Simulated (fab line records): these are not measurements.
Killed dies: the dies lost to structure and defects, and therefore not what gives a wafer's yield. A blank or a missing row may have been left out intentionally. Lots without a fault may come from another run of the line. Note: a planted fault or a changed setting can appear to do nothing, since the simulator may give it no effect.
fab line records ; flow sky130
record lots=12; wafers=36; last_day=50
route steps=708 shown NWELL@71 METAL1@438 METAL2@499
lots with no fault: from the same line, run without faults
start_h: hours from the record's first day to the start of the lot's first wafer shown ; wait_h: hours from the lot's prior step to this one ; " as in the row above ; L1.1+2: one row covering several wafers at once ; - either no value or no given start ; * or withheld: withheld ; < > ~ a bound
route shown NAME@n: a module of which the file shows steps, and the number in the route of the first ; usual: mean and standard deviation over wafers with no fault ; same: alike in all rows ; chamber/n: place in a boat ; sites: readings site by site ; _std_site: the values' standard deviation ; _edge_site: outer sites' mean less inner sites' ; radius_mm: for every site, how far away it sits from the centre of the wafer ; mask NAME#n: copy n ; behind: the last tool/chamber to shape the wafer ; hold: what put the lot on hold/how long, in hours/how the hold closed ; device: transistor that didn't switch, given as n, p or np ; end of line: the tests these same wafers got at the end of their route ; a step with no rows: only its recipe ; killed: count of dies lost to structure and defects at first sort (not the wafer's yield) ; map: per-die view of a wafer (x killed, . not killed, _ where there is no die)
set.NAME: the setting the step ran with; set.NAME@STEP: the setting that earlier step ran with ; model.NAME: the simulator's own value behind a step, which no gauge read
route steps across a sampled set of lots; one table per step, one row per wafer
services: when a tool's chamber went out of use (start_h, in hours from the record's first day, below 0 if earlier), for how many hours, and the reason
## steps
# step SKY_NWELL_COAT_18
# recipe spin_rpm=2000; resist_thk_nm=3000
# usual dispense_pressure_kPa=46.5/1.8
lot.wafer;tool;chamber;start_h;wait_h;dispense_pressure_kPa
L412.2;litho_track-02;0;108.87;0.1;44.6
L412.5;litho_track-02;0;108.87;0.1;44.6
L412.6;litho_track-02;0;108.87;0.1;44.6
L416.2;litho_track-03;0;122.69;0.1;49.4
L416.3;litho_track-03;0;122.69;0.1;49.4
L416.4;litho_track-03;0;122.69;0.1;49.4
L417.1;litho_track-04;0;129.40;0.1;46.3
L417.3;litho_track-04;0;129.40;0.1;46.2
L417.6;litho_track-04;0;129.40;0.1;46.3
L418.3;litho_track-02;0;134.69;0.1;44.5
L418.4;litho_track-02;0;134.69;0.1;44.6
L418.6;litho_track-02;0;134.69;0.1;44.6
L419.1;litho_track-02;0;142.99;0.1;44.6
L419.2;litho_track-02;0;142.99;0.1;44.6
L419.5;litho_track-02;0;142.99;0.1;44.6
L420.3;litho_track-03;0;153.42;0.1;49.4
L420.4;litho_track-03;0;153.42;0.1;49.4
L420.6;litho_track-03;0;153.42;0.1;49.4
L422.2;litho_track-03;0;158.39;0.1;49.5
L422.3;litho_track-03;0;158.39;0.1;49.4
L422.6;litho_track-03;0;158.39;0.1;49.4
L423.2;litho_track-02;0;163.72;0.1;44.6
L423.4;litho_track-02;0;163.72;0.1;44.6
L423.6;litho_track-02;0;163.72;0.1;44.6
L424.1;litho_track-02;0;176.04;0.1;44.5
L424.2;litho_track-02;0;176.04;0.1;44.5
L424.4;litho_track-02;0;176.04;0.1;44.6
L431.2;litho_track-04;0;217.18;0.1;46.3
L431.3;litho_track-04;0;217.18;0.1;46.3
L431.6;litho_track-04;0;217.18;0.1;46.3
L433.1;litho_track-04;0;231.80;0.1;46.2
L433.2;litho_track-04;0;231.80;0.1;46.3
L433.5;litho_track-04;0;231.80;0.1;46.3
L434.1;litho_track-04;0;239.95;0.1;46.3
L434.2;litho_track-04;0;239.95;0.1;46.3
L434.6;litho_track-04;0;239.95;0.1;46.3
# step SKY_NWELL_STRIP_25
# recipe chemistry=O2/N2; power_w=1400; pressure_mtorr=1500; platen_temp_c=withheld; o2_flow_sccm=3000; n2_flow_sccm=300; overash_fraction=0.5
# usual drypump_motor_current_A=5.5/0.42; oes_product_au=0.723/0.0048; strip_time_to_endpoint_s=36.93/0.094
lot.wafer;tool;chamber;start_h;wait_h;drypump_motor_current_A;oes_product_au;rf_hours_counter_h;strip_time_to_endpoint_s
L412.2;plasma_asher-01;0;117.90;0.1;4.9;0.723;45;37.05
L412.5;plasma_asher-01;0;117.90;0.1;4.9;0.724;-;37.00
L412.6;plasma_asher-01;1;117.90;0.1;5.8;0.715;-;37.02
L416.2;plasma_asher-01;0;131.85;0.1;4.9;0.720;47;36.86
L416.3;plasma_asher-01;0;131.85;0.1;4.9;0.722;-;36.85
L416.4;plasma_asher-01;1;131.85;0.1;5.8;0.729;-;36.85
L417.1;plasma_asher-01;0;138.25;0.1;4.9;0.711;48;36.97
L417.3;plasma_asher-01;0;138.25;0.1;4.9;0.727;-;36.94
L417.6;plasma_asher-01;0;138.25;0.1;4.9;0.717;-;37.09
L418.3;plasma_asher-02;0;144.67;0.1;6.0;0.721;-;36.88
L418.4;plasma_asher-02;1;144.67;0.1;5.4;0.719;-;36.95
L418.6;plasma_asher-02;1;144.67;0.1;5.4;0.721;-;36.95
L419.1;plasma_asher-01;1;153.68;0.1;5.8;0.728;49;36.95
L419.2;plasma_asher-01;0;153.68;0.1;4.9;0.729;49;37.11
L419.5;plasma_asher-01;0;153.68;0.1;4.9;0.711;-;37.07
L420.3;plasma_asher-02;0;163.37;0.1;6.0;0.722;-;36.98
L420.4;plasma_asher-02;1;163.37;0.1;5.5;0.720;-;37.04
L420.6;plasma_asher-02;1;163.37;0.1;5.4;0.716;-;37.00
L422.2;plasma_asher-02;0;169.55;0.1;6.0;0.726;36;36.79
L422.3;plasma_asher-02;0;169.55;0.1;6.0;0.716;-;36.80
L422.6;plasma_asher-02;0;169.55;0.1;6.0;0.733;-;36.81
L423.2;plasma_asher-04;1;174.54;0.1;5.1;0.717;4;24.22
L423.4;plasma_asher-04;0;174.54;0.1;5.7;0.710;-;24.22
L423.6;plasma_asher-04;0;174.54;0.1;5.7;0.717;-;24.25
L424.1;plasma_asher-01;1;187.04;0.1;5.8;0.715;53;24.22
L424.2;plasma_asher-01;0;187.04;0.1;4.9;0.713;53;24.20
L424.4;plasma_asher-01;1;187.04;0.1;5.8;0.724;-;24.12
L431.2;plasma_asher-04;1;228.54;0.1;5.0;0.722;9;36.92
L431.3;plasma_asher-04;0;228.54;0.1;5.7;0.729;-;36.88
L431.6;plasma_asher-04;0;228.54;0.1;5.7;0.731;-;36.98
L433.1;plasma_asher-01;0;244.35;0.1;4.9;0.723;58;36.87
L433.2;plasma_asher-01;1;244.35;0.1;5.8;0.727;58;36.83
L433.5;plasma_asher-01;1;244.35;0.1;5.8;0.721;-;36.87
L434.1;plasma_asher-02;0;251.64;0.1;6.0;0.727;45;36.87
L434.2;plasma_asher-02;1;251.64;0.1;5.4;0.728;45;36.80
L434.6;plasma_asher-02;0;251.64;0.1;6.0;0.726;-;36.76
# step SKY_METAL1_SPUTTER_04
# recipe material=TiN; target_thk_nm=70; power_w=6500; time_s=58.3; chamber_pressure_pa=0.4
# usual cathode_dc_power_W=6499.9/1.2; chamber_pressure_pa=0.4001/0.00076; throttle_valve_pct=30.2/0.92
lot.wafer;tool;chamber;start_h;wait_h;cathode_dc_power_W;chamber_pressure_pa;throttle_valve_pct
L412.2;pvd_sputter-02;-;756.59;0.0;6501.1;0.3996;30.9
L412.5;pvd_sputter-02;-;756.59;0.0;6500.3;0.4002;31.1
L412.6;pvd_sputter-02;-;756.59;0.0;6501.6;0.3995;31.7
L416.2;pvd_sputter-04;-;778.79;0.0;6498.2;0.3993;30.8
L416.3;pvd_sputter-04;-;778.79;0.0;6499.6;0.3998;31.0
L416.4;pvd_sputter-04;-;778.79;0.0;6499.2;0.4008;30.1
L417.1;pvd_sputter-02;-;784.49;0.0;6499.9;0.3999;28.2
L417.3;pvd_sputter-02;-;784.49;0.0;6498.2;0.4012;29.8
L417.6;pvd_sputter-02;-;784.49;0.0;6500.4;0.4005;28.0
L418.3;pvd_sputter-02;-;793.23;0.0;6498.9;0.4015;29.8
L418.4;pvd_sputter-02;-;793.23;0.0;6500.1;0.4018;29.9
L418.6;pvd_sputter-02;-;793.23;0.0;6498.9;0.4012;31.6
L419.1;pvd_sputter-04;-;805.01;0.0;6500.2;0.4004;30.9
L419.2;pvd_sputter-04;-;805.01;0.0;6500.2;0.3990;30.6
L419.5;pvd_sputter-04;-;805.01;0.0;6502.6;0.3999;30.3
L420.3;pvd_sputter-04;-;818.40;0.0;6498.5;0.4014;30.6
L420.4;pvd_sputter-04;-;818.40;0.0;6498.6;0.4012;30.3
L420.6;pvd_sputter-04;-;818.40;0.0;6500.0;0.4005;30.3
L422.2;pvd_sputter-01;-;820.65;0.0;6501.2;0.4001;30.9
L422.3;pvd_sputter-01;-;820.65;0.0;6498.9;0.4002;29.6
L422.6;pvd_sputter-01;-;820.65;0.0;6497.2;0.4000;31.2
L423.2;pvd_sputter-01;-;843.27;0.0;6500.2;0.4016;29.0
L423.4;pvd_sputter-01;-;843.27;0.0;6499.3;0.4005;28.7
L423.6;pvd_sputter-01;-;843.27;0.0;6500.7;0.4008;29.4
L424.1;pvd_sputter-04;-;868.59;0.0;6498.6;0.4008;30.1
L424.2;pvd_sputter-04;-;868.59;0.0;6498.8;0.4003;30.8
L424.4;pvd_sputter-04;-;868.59;0.0;6500.3;0.3991;30.8
L431.2;pvd_sputter-02;-;897.84;0.0;6499.9;0.3997;29.9
L431.3;pvd_sputter-02;-;897.84;0.0;6500.5;0.3996;28.1
L431.6;pvd_sputter-02;-;897.84;0.0;6497.4;0.4006;29.8
L433.1;pvd_sputter-04;-;913.10;0.0;6500.0;0.4009;30.4
L433.2;pvd_sputter-04;-;913.10;0.0;6500.4;0.3998;30.9
L433.5;pvd_sputter-04;-;913.10;0.0;6500.2;0.3991;31.2
L434.1;pvd_sputter-01;-;918.24;0.0;6499.8;0.4007;29.2
L434.2;pvd_sputter-01;-;918.24;0.0;6500.4;0.4009;29.3
L434.6;pvd_sputter-01;-;918.24;0.0;6498.4;0.3996;29.6
# step SKY_METAL2_OVL_MEAS_16
# usual METAL2_OVL=-1/7.1
lot.wafer;tool;chamber;start_h;wait_h;METAL2_OVL[nm]
L412.2;overlay-02;-;838.44;0.1;2
L412.5;overlay-02;-;838.44;0.1;-7
L412.6;overlay-02;-;838.44;0.1;-5
L416.2;overlay-02;-;861.42;0.1;11
L416.3;overlay-02;-;861.42;0.1;0
L416.4;overlay-02;-;861.42;0.1;18
L417.1;overlay-01;-;866.81;0.1;-5
L417.3;overlay-01;-;866.81;0.1;-1
L417.6;overlay-01;-;866.81;0.1;5
L418.3;overlay-01;-;874.35;0.1;0
L418.4;overlay-01;-;874.35;0.1;7
L418.6;overlay-01;-;874.35;0.1;10
L419.1;overlay-01;-;886.94;0.1;6
L419.2;overlay-01;-;886.94;0.1;-11
L419.5;overlay-01;-;886.94;0.1;-1
L420.3;overlay-01;-;898.24;0.1;-2
L420.4;overlay-01;-;898.24;0.1;5
L420.6;overlay-01;-;898.24;0.1;7
L422.2;overlay-02;-;901.03;0.1;8
L422.3;overlay-02;-;901.03;0.1;2
L422.6;overlay-02;-;901.03;0.1;15
L423.2;overlay-01;-;923.39;0.1;-1
L423.4;overlay-01;-;923.39;0.1;-6
L423.6;overlay-01;-;923.39;0.1;0
L424.1;overlay-01;-;948.23;0.1;-4
L424.2;overlay-01;-;948.23;0.1;12
L424.4;overlay-01;-;948.23;0.1;0
L431.2;overlay-01;-;974.79;0.1;0
L431.3;overlay-01;-;974.79;0.1;-4
L431.6;overlay-01;-;974.79;0.1;11
L433.1;overlay-01;-;989.76;0.1;-10
L433.2;overlay-01;-;989.76;0.1;-3
L433.5;overlay-01;-;989.76;0.1;-14
L434.1;overlay-02;-;994.19;0.1;3
L434.2;overlay-02;-;994.19;0.1;7
L434.6;overlay-02;-;994.19;0.1;6
# step SKY_METAL2_STRIP_20
# recipe chemistry=O2/N2; power_w=1400; pressure_mtorr=1500; platen_temp_c=withheld; o2_flow_sccm=3000; n2_flow_sccm=300; overash_fraction=0.5
# usual drypump_motor_current_A=5.5/0.4; oes_product_au=0.343/0.0058; strip_time_to_endpoint_s=2.70/0.079
lot.wafer;tool;chamber;start_h;wait_h;drypump_motor_current_A;oes_product_au;rf_hours_counter_h;strip_time_to_endpoint_s
L412.2;plasma_asher-04;1;838.66;0.1;5.0;0.340;68;2.72
L412.5;plasma_asher-04;1;838.66;0.1;5.1;0.340;-;2.72
L412.6;plasma_asher-04;0;838.66;0.1;5.7;0.339;-;2.70
L416.2;plasma_asher-02;1;861.63;0.1;5.4;0.341;103;2.71
L416.3;plasma_asher-02;0;861.63;0.1;6.0;0.339;-;2.68
L416.4;plasma_asher-02;1;861.63;0.1;5.4;0.334;-;2.70
L417.1;plasma_asher-01;0;867.03;0.1;4.9;0.345;44;2.62
L417.3;plasma_asher-01;1;867.03;0.1;5.8;0.328;-;2.66
L417.6;plasma_asher-01;0;867.03;0.1;4.9;0.350;-;2.82
L418.3;plasma_asher-02;1;874.59;0.1;5.4;0.338;-;2.60
L418.4;plasma_asher-02;0;874.59;0.1;6.0;0.344;-;2.81
L418.6;plasma_asher-02;1;874.59;0.1;5.4;0.345;-;2.60
L419.1;plasma_asher-04;1;887.16;0.1;5.0;0.349;73;2.68
L419.2;plasma_asher-04;0;887.16;0.1;5.7;0.343;73;2.61
L419.5;plasma_asher-04;1;887.16;0.1;5.1;0.345;-;2.71
L420.3;plasma_asher-01;1;898.48;0.1;5.8;0.345;-;2.74
L420.4;plasma_asher-01;0;898.48;0.1;4.9;0.346;-;2.78
L420.6;plasma_asher-01;0;898.48;0.1;4.9;0.349;-;2.74
L422.2;plasma_asher-02;0;901.25;0.1;6.0;0.349;108;2.60
L422.3;plasma_asher-02;1;901.25;0.1;5.4;0.345;-;2.59
L422.6;plasma_asher-02;1;901.25;0.1;5.4;0.342;-;2.61
L423.2;plasma_asher-04;0;923.61;0.1;5.7;0.340;77;2.72
L423.4;plasma_asher-04;1;923.61;0.1;5.0;0.340;-;2.71
L423.6;plasma_asher-04;1;923.61;0.1;5.1;0.347;-;2.64
L424.1;plasma_asher-01;0;948.45;0.1;4.9;0.351;52;2.80
L424.2;plasma_asher-01;1;948.45;0.1;5.8;0.335;52;2.66
L424.4;plasma_asher-01;1;948.45;0.1;5.8;0.348;-;2.65
L431.2;plasma_asher-01;1;975.01;0.1;5.8;0.337;54;2.57
L431.3;plasma_asher-01;1;975.01;0.1;5.8;0.339;-;2.72
L431.6;plasma_asher-01;1;975.01;0.1;5.8;0.354;-;2.72
L433.1;plasma_asher-01;0;989.98;0.1;4.9;0.340;56;2.61
L433.2;plasma_asher-01;1;989.98;0.1;5.8;0.355;56;2.77
L433.5;plasma_asher-01;1;989.98;0.1;5.8;0.353;-;2.78
L434.1;plasma_asher-02;0;994.41;0.1;6.0;0.335;117;2.62
L434.2;plasma_asher-02;1;994.41;0.1;5.4;0.340;117;2.80
L434.6;plasma_asher-02;0;994.41;0.1;6.0;0.349;-;2.82
## services
tool;chamber;start_h;hours;kind
plasma_asher-04;-;96.27;17.1;repair
plasma_asher-04;-;98.01;10.8;repair
plasma_asher-04;-;113.37;14.6;pm
plasma_asher-02;-;117.20;2.8;pm
plasma_asher-04;-;127.97;9.0;pm
plasma_asher-01;-;141.50;1.6;repair
plasma_asher-04;-;287.84;2.8;pm
plasma_asher-04;-;382.61;17.0;repair
plasma_asher-02;-;400.19;0.5;repair
pvd_sputter-04;-;420.38;2.7;repair
plasma_asher-01;-;421.25;9.0;pm
pvd_sputter-04;-;438.16;2.5;repair
plasma_asher-01;-;481.46;3.8;repair
pvd_sputter-04;-;498.48;5.5;repair
plasma_asher-01;-;557.41;2.3;repair
plasma_asher-01;-;641.11;6.0;repair
plasma_asher-01;-;686.55;2.7;repair
plasma_asher-01;-;693.12;0.7;repair
plasma_asher-02;-;696.93;8.1;repair
plasma_asher-01;-;732.49;1.1;repair
plasma_asher-02;-;815.24;0.8;repair
plasma_asher-02;-;829.63;14.6;pm
plasma_asher-01;-;909.16;2.8;pm
plasma_asher-02;-;981.88;1.0;repair
## key
first_sign step=SKY_NWELL_STRIP_25; reading=strip_time_to_endpoint_s; direction=down; sigmas=99+; usual=*; struck=*
effect none on later readings
met_at SKY_NWELL_COAT_18
struck_lots L423,L424
tester_left_out L423,L424
not_acting_at SKY_METAL1_SPUTTER_04,SKY_METAL2_OVL_MEAS_16,SKY_METAL2_STRIP_20
onset_between 142.99 163.72
fault kind=process_parameter_drift; tool=litho_track-02; chamber=-; onset_h=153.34; steps=SKY_NWELL_COAT_18; channel=resist_thk_nm; offset=-1096.1; shape=step; end_h=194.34; acts_in=these_recipes_only; stated=3000
# tester_left_out: of these lots the tester's yield and bins aren't shown, on N5 and GAA mostly nor the transistor test; their killed dies are dies lost to structure and defects alone, not to doping, threshold or leakage, so they don't give the yield
